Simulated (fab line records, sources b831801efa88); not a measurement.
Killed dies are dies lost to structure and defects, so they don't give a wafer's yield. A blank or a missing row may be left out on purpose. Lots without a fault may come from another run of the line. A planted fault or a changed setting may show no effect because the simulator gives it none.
fab line records | flow gf180mcu
record lots=12 wafers=36 last_day=34
route steps=602 shown VT_IMPLANT@119 HV_LDD@187 SAB@275
lots that met no fault: from a run of the same line without faults
start_h: hours from the record's first day to the start of the lot's first wafer shown | wait_h: hours since the lot's step before | " the same as in the row above | L1.1+2: a row that stands for several wafers | - no value, or no start given | * or withheld: withheld | < > ~ a bound
route shown NAME@n: a module of which the file shows steps, and the number in the route of the first | usual: mean/standard deviation of fault-free wafers | same: alike in all rows | chamber/n: place in a boat | sites: the reading at each site | _std_site: their standard deviation | _edge_site: outer sites' mean less inner sites' | radius_mm: how far each site lies from the wafer's centre | mask NAME#n: copy n | behind: the tool/chamber that last shaped the wafer | hold: why the lot was held/for how many hours/how that ended | device: the transistor (n, p or np) that didn't switch | end of line: the same wafers' tests at the end of the route | a step without rows: its recipe alone | killed: dies lost to structure and defects at the first sort, not the wafer's yield | map: a wafer's dies, x killed, . not, _ none there
set.NAME: the setting as run; set.NAME@STEP: as run at that earlier step | model.NAME: the simulator's own value behind a step, which no gauge read
steps of the route over a sample of lots; a table a step, a row a wafer
services: from which hour (start_h, from the record's first day; less than 0 if before it) a tool's chamber was out of use, for how many hours, and why
## steps
# step GF_VT_IMPLANT_OVL_MEAS_29
# usual VT_IMPLANT_02_OVL=0.2/1.3
# columns lot.wafer tool chamber start_h wait_h VT_IMPLANT_02_OVL[nm]
L504.2 overlay-02 - 148.34 0.1 -0.2
L504.3 " - " " 1.2
L504.5 " - " " 1.4
L506.2 overlay-02 - 161.63 0.1 0.5
L506.5 " - " " -1.8
L506.6 " - " " -0.6
L508.2 overlay-01 - 171.65 0.1 1.3
L508.4 " - " " 1.1
L508.6 " - " " 1.1
L509.1 overlay-02 - 174.64 0.1 0.7
L509.3 " - " " 1.0
L509.4 " - " " 0.9
L511.1 overlay-01 - 191.14 0.1 -0.7
L511.2 " - " " 0.2
L511.6 " - " " 0.6
L512.1 overlay-01 - 196.54 0.1 0.8
L512.3 " - " " 0.6
L512.4 " - " " -1.9
L514.1 overlay-01 - 211.74 0.1 0.1
L514.3 " - " " -1.2
L514.4 " - " " -0.3
L520.3 overlay-02 - 250.39 0.1 2.5
L520.4 " - " " 0.0
L520.5 " - " " 1.5
L522.3 overlay-01 - 261.65 0.1 2.1
L522.5 " - " " 0.3
L522.6 " - " " -0.2
L523.2 overlay-02 - 267.24 0.1 -0.9
L523.5 " - " " 2.4
L523.6 " - " " -1.8
L525.4 overlay-01 - 281.44 0.1 -1.6
L525.5 " - " " -0.4
L525.6 " - " " -1.3
L527.1 overlay-01 - 291.87 0.1 -0.4
L527.2 " - " " 1.2
L527.3 " - " " 1.6
# step GF_HV_LDD_TW_MEAS_11
# usual HV_LDD_TW=2391/29
# columns lot.wafer tool chamber start_h wait_h HV_LDD_TW
L504.2 film_metro-04 - 225.56 0.1 2403
L504.3 " - " " 2378
L504.5 " - " " 2385
L506.2 film_metro-02 - 238.94 0.1 2424
L506.5 " - " " 2428
L506.6 " - " " 2420
L508.2 film_metro-04 - 252.81 0.1 2374
L508.4 " - " " 2370
L508.6 " - " " 2377
L509.1 film_metro-01 - 256.88 0.1 2401
L509.3 " - " " 2396
L509.4 " - " " 2398
L511.1 film_metro-01 - 275.05 0.1 2380
L511.2 " - " " 2397
L511.6 " - " " 2396
L512.1 film_metro-01 - 281.90 0.1 2385
L512.3 " - " " 2396
L512.4 " - " " 2394
L514.1 film_metro-02 - 303.45 0.1 2439
L514.3 " - " " 2436
L514.4 " - " " 2426
L520.3 film_metro-04 - 339.52 0.1 2375
L520.4 " - " " 2380
L520.5 " - " " 2373
L522.3 film_metro-04 - 358.02 0.1 2366
L522.5 " - " " 2368
L522.6 " - " " 2386
L523.2 film_metro-01 - 359.86 0.1 2394
L523.5 " - " " 2382
L523.6 " - " " 2383
L525.4 film_metro-04 - 375.01 0.1 2362
L525.5 " - " " 2355
L525.6 " - " " 2351
L527.1 film_metro-04 - 386.05 0.1 2356
L527.2 " - " " 2366
L527.3 " - " " 2362
# step GF_HV_LDD_CVD_56
# recipe material=Si3N4 precursor=DCS/NH3 target_thk_nm=90 temp_c=770 time_s=1543 pressure_mtorr=250
# usual spike_tc_bottom_C=790/3.2 spike_tc_centre_C=770.3/1.2 spike_tc_lower_C=771.5/1.5 spike_tc_top_C=785/3.4 spike_tc_upper_C=770.0/1 susceptor_temp_C=770.0/0.33
# same time_s=1543
# columns lot.wafer tool chamber start_h wait_h spike_tc_bottom_C spike_tc_centre_C spike_tc_lower_C spike_tc_top_C spike_tc_upper_C susceptor_temp_C
L504.2 lpcvd-02 0 286.04 0.0 789 770.5 770.9 790 769.7 770.0
L504.3 " 0 " " 790 772.9 772.1 789 768.5 770.0
L504.5 " 0 " " 791 769.3 774.5 791 769.0 770.0
L506.2 lpcvd-02 1 299.76 0.0 789 769.8 769.2 783 769.9 770.7
L506.5 " 1 " " 789 772.6 770.5 782 770.2 770.1
L506.6 " 1 " " 787 770.0 769.8 781 768.6 770.6
L508.2 lpcvd-01 0 315.82 0.0 795 768.7 771.4 783 770.0 769.9
L508.4 " 0 " " 793 768.9 771.1 783 771.0 770.0
L508.6 " 0 " " 795 770.2 772.4 783 771.1 770.2
L509.1 lpcvd-02 1 318.72 0.1 786 770.0 770.8 781 769.8 770.6
L509.3 " 1 " " 790 770.3 770.3 782 770.3 770.1
L509.4 " 1 " " 788 770.7 769.6 782 769.2 770.4
L511.1 lpcvd-02 0 340.12 0.1 791 768.7 773.2 789 770.5 769.6
L511.2 " 0 " " 792 770.2 772.2 789 770.3 769.6
L511.6 " 0 " " 790 768.1 773.0 790 768.9 769.8
L512.1 lpcvd-02 0 346.38 0.1 790 770.0 773.5 790 769.9 769.7
L512.3 " 0 " " 791 769.1 772.0 790 770.1 769.7
L512.4 " 0 " " 789 769.7 771.5 790 768.3 769.2
L514.1 lpcvd-01 1 369.73 0.1 787 769.9 773.0 781 770.0 769.5
L514.3 " 1 " " 786 769.9 772.9 782 770.8 770.4
L514.4 " 1 " " 786 771.0 772.4 784 772.4 770.2
L520.3 lpcvd-02 1 410.43 0.0 769 748.6 747.6 763 748.0 749.3
L520.4 " 1 " " 769 752.1 748.1 763 749.8 749.5
L520.5 " 1 " " 767 749.4 748.9 762 749.3 749.6
L522.3 lpcvd-02 0 430.87 0.0 771 749.2 752.0 769 749.7 749.6
L522.5 " 0 " " 770 751.1 749.9 770 748.4 749.7
L522.6 " 0 " " 770 749.1 752.3 770 750.1 749.8
L523.2 lpcvd-01 1 434.55 1.2 785 771.3 772.0 782 771.8 770.4
L523.5 " 1 " " 785 770.7 771.7 783 771.7 770.2
L523.6 " 1 " " 786 772.7 772.4 783 771.2 769.8
L525.4 lpcvd-01 0 448.47 0.0 792 770.2 770.1 784 770.0 769.9
L525.5 " 0 " " 795 768.8 770.2 785 768.5 769.7
L525.6 " 0 " " 795 770.5 770.9 783 770.2 770.2
L527.1 lpcvd-01 0 460.59 0.1 794 768.9 770.6 786 770.2 769.7
L527.2 " 0 " " 794 770.8 771.7 784 770.1 770.5
L527.3 " 0 " " 793 770.4 771.5 785 770.4 769.8
# step GF_HV_LDD_THK_MEAS_57
# recipe reads=Si3N4_of_HV_LDD_CVD_56
# usual HV_LDD_CVD_56_THK=89.8/0.84
# columns lot.wafer tool chamber start_h wait_h HV_LDD_CVD_56_THK[nm]
L504.2 film_metro-01 - 287.48 0.0 90.7
L504.3 " - " " 90.2
L504.5 " - " " 91.3
L506.2 film_metro-02 - 301.91 0.0 90.8
L506.5 " - " " 89.5
L506.6 " - " " 90.8
L508.2 film_metro-01 - 317.26 0.0 91.6
L508.4 " - " " 91.2
L508.6 " - " " 90.4
L509.1 film_metro-04 - 320.15 0.0 88.8
L509.3 " - " " 88.7
L509.4 " - " " 87.5
L511.1 film_metro-04 - 341.55 0.0 88.9
L511.2 " - " " 88.5
L511.6 " - " " 88.6
L512.1 film_metro-02 - 347.81 0.0 88.5
L512.3 " - " " 88.2
L512.4 " - " " 89.4
L514.1 film_metro-02 - 371.87 0.0 90.3
L514.3 " - " " 89.9
L514.4 " - " " 90.4
L520.3 film_metro-01 - 411.88 0.0 60.2
L520.4 " - " " 61.0
L520.5 " - " " 60.9
L522.3 film_metro-04 - 432.32 0.0 59.6
L522.5 " - " " 60.0
L522.6 " - " " 59.9
L523.2 film_metro-04 - 436.71 0.0 89.9
L523.5 " - " " 89.9
L523.6 " - " " 90.3
L525.4 film_metro-04 - 450.64 0.0 89.6
L525.5 " - " " 89.4
L525.6 " - " " 90.0
L527.1 film_metro-04 - 462.02 0.0 89.9
L527.2 " - " " 90.1
L527.3 " - " " 89.1
# step GF_HV_LDD_ETCHBACK_58
# recipe chemistry=CH3F/O2 target=Si3N4 stop_on=SiO2 source_w=400 bias_w=80 pressure_mtorr=25 ch3f_flow_sccm=40 O2_flow_sccm=30 time_s=100 target_depth_a=900
# usual drypump_motor_current_A=5.5/0.37 oes_product_au=0.842/0.0069 throttle_valve_pct=10.560/0.0089
# same time_s=100
# columns lot.wafer tool chamber start_h wait_h drypump_motor_current_A oes_product_au rf_hours_counter_h throttle_valve_pct
L504.2 rie_diel-01 3 287.53 0.0 5.5 0.852 0 10.573
L504.3 " 1 " " 5.6 0.847 118 10.572
L504.5 " 2 " " 5.1 0.850 - 10.564
L506.2 rie_diel-01 0 301.96 0.0 5.5 0.848 10 10.552
L506.5 " 0 " " 5.5 0.843 - 10.562
L506.6 " 3 " " 5.5 0.850 - 10.550
L508.2 rie_diel-02 2 317.31 0.0 4.9 0.847 36 10.564
L508.4 " 0 " " 5.9 0.849 43 10.564
L508.6 " 0 " " 5.9 0.852 - 10.568
L509.1 rie_diel-04 0 320.21 0.1 6.1 0.845 16 10.563
L509.3 " 2 " " 4.9 0.837 3 10.560
L509.4 " 1 " " 6.1 0.821 124 10.564
L511.1 rie_diel-04 1 341.61 0.1 6.1 0.837 124 10.577
L511.2 " 0 " " 6.0 0.834 17 10.563
L511.6 " 0 " " 6.0 0.838 - 10.566
L512.1 rie_diel-04 1 347.87 0.1 6.1 0.830 125 10.557
L512.3 " 2 " " 4.9 0.831 4 10.560
L512.4 " 1 " " 6.1 0.835 - 10.562
L514.1 rie_diel-02 3 371.93 0.1 5.5 0.843 4 10.572
L514.3 " 2 " " 4.9 0.848 37 10.552
L514.4 " 1 " " 5.6 0.840 53 10.559
L520.3 rie_diel-01 3 411.92 0.0 5.5 0.690 3 10.540
L520.4 " 2 " " 5.2 0.689 19 10.520
L520.5 " 0 " " 5.6 0.689 - 10.542
L522.3 rie_diel-02 3 432.36 0.0 5.5 0.696 6 10.538
L522.5 " 1 " " 5.6 0.685 - 10.548
L522.6 " 0 " " 5.9 0.684 - 10.526
L523.2 rie_diel-01 3 436.76 0.0 5.5 0.841 4 10.559
L523.5 " 1 " " 5.6 0.838 - 10.563
L523.6 " 2 " " 5.2 0.839 - 10.555
L525.4 rie_diel-04 1 450.71 0.1 6.1 0.834 - 10.572
L525.5 " 2 " " 4.9 0.845 - 10.549
L525.6 " 0 " " 6.1 0.848 - 10.574
L527.1 rie_diel-04 2 462.08 0.1 4.9 0.844 6 10.551
L527.2 " 0 " " 6.1 0.849 20 10.555
L527.3 " 1 " " 6.1 0.839 3 10.561
# step GF_SAB_ETCH_11
# recipe chemistry=C4F8/O2/Ar mask_material=NOVOLAK target=SiO2 target_depth_nm=55 source_w=1500 bias_w=1200 pressure_mtorr=40 c4f8_flow_sccm=withheld O2_flow_sccm=6 Ar_flow_sccm=300 time_s=8.5
# usual oes_product_au=1.005/0.015
# same time_s=8.5
# columns lot.wafer tool chamber start_h wait_h oes_product_au rf_hours_counter_h
L504.2 rie_diel-04 0 350.39 0.0 1.006 17
L504.3 " 3 " " 0.972 0
L504.5 " 3 " " 0.971 -
L506.2 rie_diel-04 1 365.49 0.0 0.985 0
L506.5 " 2 " " 1.023 -
L506.6 " 1 " " 0.991 -
L508.2 rie_diel-01 0 383.40 0.0 1.000 12
L508.4 " 3 " " 1.028 3
L508.6 " 0 " " 0.999 -
L509.1 rie_diel-04 1 387.30 0.0 0.977 1
L509.3 " 2 " " 1.024 4
L509.4 " 3 " " 0.981 1
L511.1 rie_diel-01 2 409.29 0.0 1.001 19
L511.2 " 3 " " 1.033 3
L511.6 " 2 " " 1.005 -
L512.1 rie_diel-04 1 416.80 0.0 0.994 1
L512.3 " 3 " " 0.995 2
L512.4 " 3 " " 0.985 -
L514.1 rie_diel-04 1 445.24 0.0 0.993 2
L514.3 " 3 " " 0.990 3
L514.4 " 0 " " 0.999 19
L520.3 rie_diel-01 0 486.24 0.0 1.009 14
L520.4 " 0 " " 0.995 -
L520.5 " 2 " " 1.002 -
L522.3 rie_diel-01 0 507.24 0.0 1.015 14
L522.5 " 2 " " 1.001 -
L522.6 " 1 " " 1.012 -
L523.2 rie_diel-04 2 510.19 0.0 1.015 8
L523.5 " 1 " " 0.993 -
L523.6 " 3 " " 0.992 -
L525.4 rie_diel-04 0 523.89 0.0 0.997 22
L525.5 " 2 " " 1.005 -
L525.6 " 3 " " 0.983 -
L527.1 rie_diel-01 3 534.79 0.0 1.020 6
L527.2 " 0 " " 0.999 15
L527.3 " 2 " " 0.989 22
## services
# columns tool chamber start_h hours kind
rie_diel-04 - 277.15 2.8 pm
rie_diel-04 - 280.34 1.8 repair
rie_diel-02 2 306.24 2.6 repair
rie_diel-01 2 316.60 9.2 repair
rie_diel-04 3 327.57 - clean
rie_diel-04 3 327.57 21.0 scheduled_down
rie_diel-04 3 327.57 21.0 vent_cycle
rie_diel-01 1 342.52 - clean
rie_diel-01 1 342.52 31.0 scheduled_down
rie_diel-04 1 348.58 - clean
rie_diel-04 1 348.58 13.5 scheduled_down
rie_diel-04 1 348.58 13.5 vent_cycle
rie_diel-04 2 365.71 9.1 repair
rie_diel-04 0 390.27 4.6 repair
rie_diel-04 0 398.13 1.2 repair
rie_diel-04 0 401.36 15.9 repair
rie_diel-02 2 431.97 10.1 repair
rie_diel-04 3 448.51 7.9 repair
rie_diel-02 - 456.90 15.6 pm
rie_diel-04 3 480.88 2.4 repair
rie_diel-01 1 485.87 6.2 repair
lpcvd-02 - 492.90 6.1 pm
rie_diel-04 0 509.30 5.2 repair
rie_diel-02 0 532.83 7.5 repair
## key
first_sign step=GF_HV_LDD_CVD_56 reading=susceptor_temp_C direction=down sigmas=61 usual=* struck=*
effect step=GF_HV_LDD_CVD_56 reading=spike_tc_upper_C direction=down sigmas=21 usual=770.0 struck=749.2
effect step=GF_HV_LDD_THK_MEAS_57 reading=HV_LDD_CVD_56_THK direction=down sigmas=35 usual=89.8 struck=60.3
effect step=GF_HV_LDD_ETCHBACK_58 reading=oes_product_au direction=down sigmas=22 usual=0.842 struck=0.689
met_at GF_HV_LDD_CVD_56
struck_lots L520,L522
tester_left_out L520,L522
not_acting_at GF_VT_IMPLANT_OVL_MEAS_29,GF_HV_LDD_TW_MEAS_11,GF_SAB_ETCH_11
onset_between 346.38 410.43
fault kind=process_parameter_drift tool=lpcvd-02 chamber=- onset_h=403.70 steps=GF_HV_LDD_CVD_56 channel=temp_c offset=* shape=step end_h=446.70 acts_in=* stated=*
# tester_left_out: of these lots the tester's yield and bins aren't shown, on N5 and GAA mostly nor the transistor test; their killed dies are dies lost to structure and defects alone, not to doping, threshold or leakage, so they don't give the yield
